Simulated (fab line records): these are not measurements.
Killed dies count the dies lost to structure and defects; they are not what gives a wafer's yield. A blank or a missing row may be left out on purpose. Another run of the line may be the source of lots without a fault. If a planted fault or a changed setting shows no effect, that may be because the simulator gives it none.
Matching of chambers    flow sky130    4 sister chambers for SKY_SPACER_ETCHBACK_02 on rieDiel-02
The step etches Si3N4 in CH3F/O2, stops on SiO2, time 46.7 s, target depth 45 nm. 8 wafers are shown with their chamber, then 8 later ones without.

WAFERS, EACH WITH ITS CHAMBER
wafer   chamber  oesProductAu (a.u.)  biasW (W)
L639.3  2        0.847                80.01
L641.6  0        0.844                79.94
L642.4  1        0.857                79.83
L642.6  0        0.850                80.40
L647.1  3        0.862                80.08
L647.5  1        0.863                79.91
L647.6  2        0.862                79.83
L648.1  3        0.866                79.80

WAFERS WITH NO CHAMBER GIVEN
wafer   oesProductAu (a.u.)  biasW (W)
L648.3  0.858                80.01
L648.4  0.855                79.68
L652.3  0.861                80.23
L652.4  0.856                79.61
L652.6  0.862                79.72
L655.1  0.847                79.87
L655.2  0.851                79.77
L655.6  0.856                80.04

EACH ONE'S CHAMBER
wafer   from the rows above                in truth
L648.3  can't be placed: 2 or 1 or 3 or 0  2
L648.4  can't be placed: 2 or 1 or 3 or 0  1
L652.3  can't be placed: 3 or 1 or 2 or 0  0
L652.4  can't be placed: 1 or 2 or 3 or 0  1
L652.6  can't be placed: 1 or 3 or 2       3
L655.1  can't be placed: 2 or 0 or 1 or 3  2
L655.2  can't be placed: 2 or 1 or 0 or 3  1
L655.6  can't be placed: 2 or 1 or 3 or 0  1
Correct placement for 0 of the 8. These rows do not allow placing 8 (true chamber among the candidates in 8). 0 placed wrongly.
How it was worked out, from the rows above alone: a wafer's distance from a chamber is the root of the sum, over the readings, of the square of ((its reading less the chamber's mean) divided by the reading's scatter). If the next closest chamber is less than 2 further off than the closest, the wafer can't be placed; otherwise it belongs to the closest. A chamber's mean is the mean of its shown wafers. The scatter is the square root of a quotient: the sum, over the shown wafers, of each reading's squared deviation from its chamber's mean, divided by wafers minus chambers.
